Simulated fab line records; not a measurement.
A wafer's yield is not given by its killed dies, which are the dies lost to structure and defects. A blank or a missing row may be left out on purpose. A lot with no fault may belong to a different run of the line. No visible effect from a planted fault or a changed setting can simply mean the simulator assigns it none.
Which of the tools did it?    flow gf180mcu    Sampling: 6 lots, 18 wafers, 3 of 602 route steps

## WHAT THE GAUGES SHOWED, per wafer
GF_LVPWELL_TW_MEAS_11.
lot   measured     on             LVPWELL_TW
L721  day 4 03:21  film_metro-02  559 556 555
L725  day 5 02:12  film_metro-01  562 561 561
L727  day 5 13:02  film_metro-02  557 559 555
L732  day 6 15:08  film_metro-02  552 552 551
L741  day 8 21:18  film_metro-01  562 560 560
L743  day 9 07:07  film_metro-02  551 553 550

## WHICH TOOL RAN EACH LOT (tool, then ch and the chambers of the sampled wafers, then the start)
lot   GF_STI_STRIP_15                      GF_LVPWELL_IMPLANT_08
L721  plasma_asher-01 ch 0,1, day 2 06:13  implanter-04 ch 0, day 4 02:57
L725  plasma_asher-02 ch 0,1, day 3 03:47  implanter-02 ch 0, day 5 01:48
L727  plasma_asher-04 ch 0,1, day 3 14:20  implanter-02 ch 0, day 5 12:38
L732  plasma_asher-01 ch 0,1, day 4 14:55  implanter-02 ch 0, day 6 14:46
L741  plasma_asher-01 ch 0,1, day 6 13:53  implanter-02 ch 0, day 8 20:57
L743  plasma_asher-04 ch 0,1, day 7 00:40  implanter-04 ch 0, day 9 06:43
- GF_STI_STRIP_15: strips in O2/N2.
- GF_LVPWELL_IMPLANT_08

## THE ANSWER, worked out from the rows above alone
Rule: usual is defined by the lots themselves. The widest of any qualifying gaps counts: lots, ordered by their means at a reading, are off when they make up no more than a third of the lots, leave a main group of 4 or more, and stand apart from it by 3 or more times the standard deviation of that group's means. Not used: any main group whose means are identical at the precision the tables above print for the reading. A lot without any number at a reading at which 4 lots or more have one is off too. Where the step has rows for the other lots, those lots are counted as sound.
No lot is off at any reading shown: from this, nothing can be told.

## WHAT THE SIMULATOR HAD PUT IN
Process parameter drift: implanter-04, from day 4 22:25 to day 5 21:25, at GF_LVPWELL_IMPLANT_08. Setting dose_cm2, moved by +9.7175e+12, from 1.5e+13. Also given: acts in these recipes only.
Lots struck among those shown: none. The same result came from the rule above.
